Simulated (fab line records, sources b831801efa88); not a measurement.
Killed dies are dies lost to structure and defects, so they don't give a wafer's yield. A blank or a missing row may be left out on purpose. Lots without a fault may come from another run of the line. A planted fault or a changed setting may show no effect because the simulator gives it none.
A struck lot beside a sound one | flow sfq_line | 20 steps out of a route of 325
Sound: wafers L964.3, L964.4, L964.5. Struck: wafers L966.4, L966.5, L966.6. The cause comes at the end.
At each step with rows: each side's tool, then ch and its chambers, then its first start. Under that, the readings that differ: sound wafers | struck wafers | difference of the means | sigmas: that difference in standard deviations of wafers without a fault.
alike: readings whose means differ by less than 2 such deviations, and words and numbers that are the same on both sides. not compared: withheld readings, readings that some wafer has no value for, bounds like >300 that may hide the same value, and numbers for which the record gives no deviation and whose values overlap.
The two part at a step that has a row with sigmas, a row that says differs or no value, or rows on one side only. Numbers that don't overlap but have no deviation are shown without sigmas and don't part them. A reading that every wafer of one side lacks parts them only if that side has two wafers or more.

first, 3 steps without rows for these wafers: SFQ_TRILAYER_I6_VIA_LITHO_EXPOSE_170 (exposes mask I6, target cd 700 nm); SFQ_TRILAYER_I6_VIA_LITHO_PEB_172 (peb time 60 s); SFQ_TRILAYER_I6_VIA_LITHO_DEVELOP_171 (time 60 s).
SFQ_I6_OVL_MEAS_942:
  sound on overlay-01, day 64 01:56; struck on overlay-02, day 65 06:45
  alike: I6_OVL
SFQ_TRILAYER_I6_VIA_BARC_OPEN_VIA_ETCH_235: etches BARC in O2, target depth 125 nm, time 41.7 s.
  sound on rie_diel-04 ch 1,2, day 64 01:58; struck on rie_diel-02 ch 0,1,2, day 65 06:46
  alike: drypump_motor_current_A, oes_product_au
  not compared: rf_hours_counter_h
SFQ_TRILAYER_I6_VIA_ETCH_VIA_ETCH_172: etches SiO2 in CHF3, stops on Nb, target depth 260 nm.
  sound on rie_diel-04 ch 1,2, day 64 02:00; struck on rie_diel-02 ch 0,1,2, day 65 06:48
  alike: drypump_motor_current_A, oes_product_au
SFQ_TRILAYER_I6_VIA_STRIP_STRIP_173: strips in O2.
  sound on rie_metal-04 ch 0,1, day 64 02:19; struck on rie_metal-04 ch 0,1, day 65 07:07
  alike: drypump_motor_current_A, oes_product_au
  not compared: rf_hours_counter_h
then, 2 steps without rows for these wafers: SFQ_TRILAYER_I6_VIA_STRIP_SOLV_CLEAN_174 (cleans in NMP, time 600 s); SFQ_TRILAYER_M7_DEP_PRE_CLEAN_176 (time 22.5 s).
SFQ_TRILAYER_M7_DEP_SPUTTER_175: material Nb, target thk 200 nm, time 133.3 s.
  sound on pvd_sputter-05, day 64 02:55; struck on pvd_sputter-05, day 65 07:43
  alike: throttle_valve_pct
SFQ_M7_RS_MEAS_943: measures by four-point-probe.
  sound on film_metro-04, day 64 03:03; struck on film_metro-02, day 65 07:52
  alike: M7_NB_RS
SFQ_TRILAYER_M7_LITHO_COAT_182: resist thk 62 nm.
  sound on litho_track-02 ch 0, day 64 03:17; struck on litho_track-04 ch 0, day 65 08:08
  reading                                              | sound                | struck               | difference | sigmas
  spin_speed_rpm (rpm)                                 | 2999.1 2998.2 3000.8 | 2926.8 2924.9 2928.4 | -72.7      | -40
  model.BARC_of_TRILAYER_M7_LITHO_COAT_182.thk_nm (nm) | 62.04 62.09 62.16    | 62.45 62.59 62.57    | +0.44      |
then, 5 steps without rows for these wafers: SFQ_TRILAYER_M7_LITHO_COAT_177 (resist thk 600 nm); SFQ_TRILAYER_M7_LITHO_SOFTBAKE_181; SFQ_TRILAYER_M7_LITHO_EXPOSE_178 (exposes mask M7, target cd 500 nm); SFQ_TRILAYER_M7_LITHO_PEB_180 (peb time 60 s); SFQ_TRILAYER_M7_LITHO_DEVELOP_179 (time 60 s).
SFQ_M7_OVL_MEAS_945:
  sound on overlay-01, day 65 20:00; struck on overlay-01, day 66 18:48
  alike: M7_OVL
SFQ_TRILAYER_M7_BARC_OPEN_METAL_ETCH_229: etches BARC in O2, target depth 125 nm, time 41.7 s.
  sound on rie_metal-03 ch 0,1, day 65 20:02; struck on rie_metal-02 ch 0,1, day 66 18:50
  reading                  | sound             | struck            | difference | sigmas
  model.etch.depth_nm (nm) | 62.04 62.09 62.16 | 62.45 62.59 62.57 | +0.44      |
  alike: drypump_motor_current_A, oes_product_au
  not compared: rf_hours_counter_h
SFQ_TRILAYER_M7_ETCH_METAL_ETCH_180: etches Nb in Cl2/Ar, stops on SiO2, target depth 240 nm, time 120 s.
  sound on rie_metal-03 ch 0,1, day 65 20:07; struck on rie_metal-02 ch 0,1, day 66 18:55
  alike: drypump_motor_current_A, oes_product_au
  not compared: rf_hours_counter_h

WHERE THEY PART
Only at SFQ_TRILAYER_M7_LITHO_COAT_182, within this record. Later steps at which nothing parts them and some readings are alike: SFQ_M7_OVL_MEAS_945, SFQ_TRILAYER_M7_BARC_OPEN_METAL_ETCH_229, SFQ_TRILAYER_M7_ETCH_METAL_ETCH_180.

WHY: what the simulator had put in
Process parameter drift: litho_track-04, from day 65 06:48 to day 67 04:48, at SFQ_TRILAYER_M7_LITHO_COAT_182. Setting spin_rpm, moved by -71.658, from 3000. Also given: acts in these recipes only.
